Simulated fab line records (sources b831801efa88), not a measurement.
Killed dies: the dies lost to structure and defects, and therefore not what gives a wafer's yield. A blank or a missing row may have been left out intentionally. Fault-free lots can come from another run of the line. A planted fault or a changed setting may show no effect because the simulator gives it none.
The same fault as seen by 2 desks	flow sky130	every desk sees just its own numbers, and what lay behind them comes last

== DESK OF THE TOOL OWNER: implanter-01 ==
SKY_NWELL_IMPLANT_24, tool's own readings: per-lot mean of the sampled wafers with a number, covering each lot this tool ran. Any lot whose mean is over 4 standard deviations away from the usual mean is out of limits and marked OUT; that distance is given in the brackets.
Columns: A = dose-ions-cm2 at SKY_NWELL_IMPLANT_24, usual 9.201e+12; B = faraday-current-uA at SKY_NWELL_IMPLANT_24, usual 51.8
lot	first seen here	A	B
L891	day 7 07:19	5.587e+13 (+99 or more) OUT	318.9 (+99 or more) OUT
L892	day 7 10:55	5.586e+13 (+99 or more) OUT	320.1 (+99 or more) OUT
L893	day 7 20:46	5.587e+13 (+99 or more) OUT	313.2 (+99 or more) OUT
L903	day 10 10:49	9.206e+12	51.7
L907	day 11 09:38	9.206e+12	51.3
This desk's finding: out of limits on L891, L892, L893; first on L891, day 7 07:19 (dose-ions-cm2 at SKY_NWELL_IMPLANT_24). L903, L907: within limits.

== THE METROLOGY DESK ==
Lot by lot, what the gauges showed, no matter which tool ran the lot: averages of those sampled wafers that carry a number. Any lot whose mean is over 4 standard deviations away from the usual mean is out of limits and marked OUT; that distance is given in the brackets.
Columns: A = NWELL_OXIDATION_THK at SKY_NWELL_THK_MEAS_02, usual 9.93 nm; B = NWELL_2_TW at SKY_NWELL_TW_MEAS_26, usual 495; C = NWELL_RS at SKY_NWELL_RS_MEAS_29, usual 624.8 ohm/sq; D = cd-nm at SKY_VT_ADJUST_HVTP_CD_MEAS_07, usual 379.3 nm
lot	first seen here	A	B	C	D
L884	day 2 20:16	9.93	502	626.3	376.9
L888	day 3 14:19	9.54	501	626.3	383.0
L891	day 4 03:26	9.83	864 (+53) OUT	623.1	380.9
L892	day 4 07:17	9.79	891 (+57) OUT	626.1	377.9
L893	day 4 15:37	9.95	894 (+57) OUT	625.1	380.2
L897	day 5 13:55	9.96	490	624.6	379.4
L900	day 6 04:26	9.96	489	624.6	374.4
L901	day 6 06:23	10.13	488	625.7	381.8
L902	day 6 12:22	9.75	492	623.0	382.3
L903	day 6 19:12	10.12	504	628.3	380.6
L904	day 6 23:17	10.09	487	623.7	378.4
L905	day 7 05:01	10.09	503	623.8	379.9
L907	day 7 14:02	10.05	488	622.8	376.4
This desk finds L891, L892, L893 out of limits, with the earliest case on L891 at day 7 07:34 (NWELL_2_TW at SKY_NWELL_TW_MEAS_26). L884, L888, L897, L900, L901, L902, L903, L904, L905, L907: within limits.

== PUT TOGETHER ==
The tool owner's desk had the chance to raise an alarm at day 7 07:19 on L891, L892, L893.
L891, L892, L893 would have let the metrology desk raise an alarm at day 7 07:34.
Every lot named ran SKY_NWELL_IMPLANT_24 on implanter-01.

== WHAT THE SIMULATOR PUT IN ==
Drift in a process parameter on implanter-01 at SKY_NWELL_IMPLANT_24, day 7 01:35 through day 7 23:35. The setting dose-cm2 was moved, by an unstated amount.
Shown lots that were struck: L891, L892, L893.
Counting hours from when the fault started, the first reading out of limits came at 6 for the tool owner's desk and at 6 for the metrology desk.
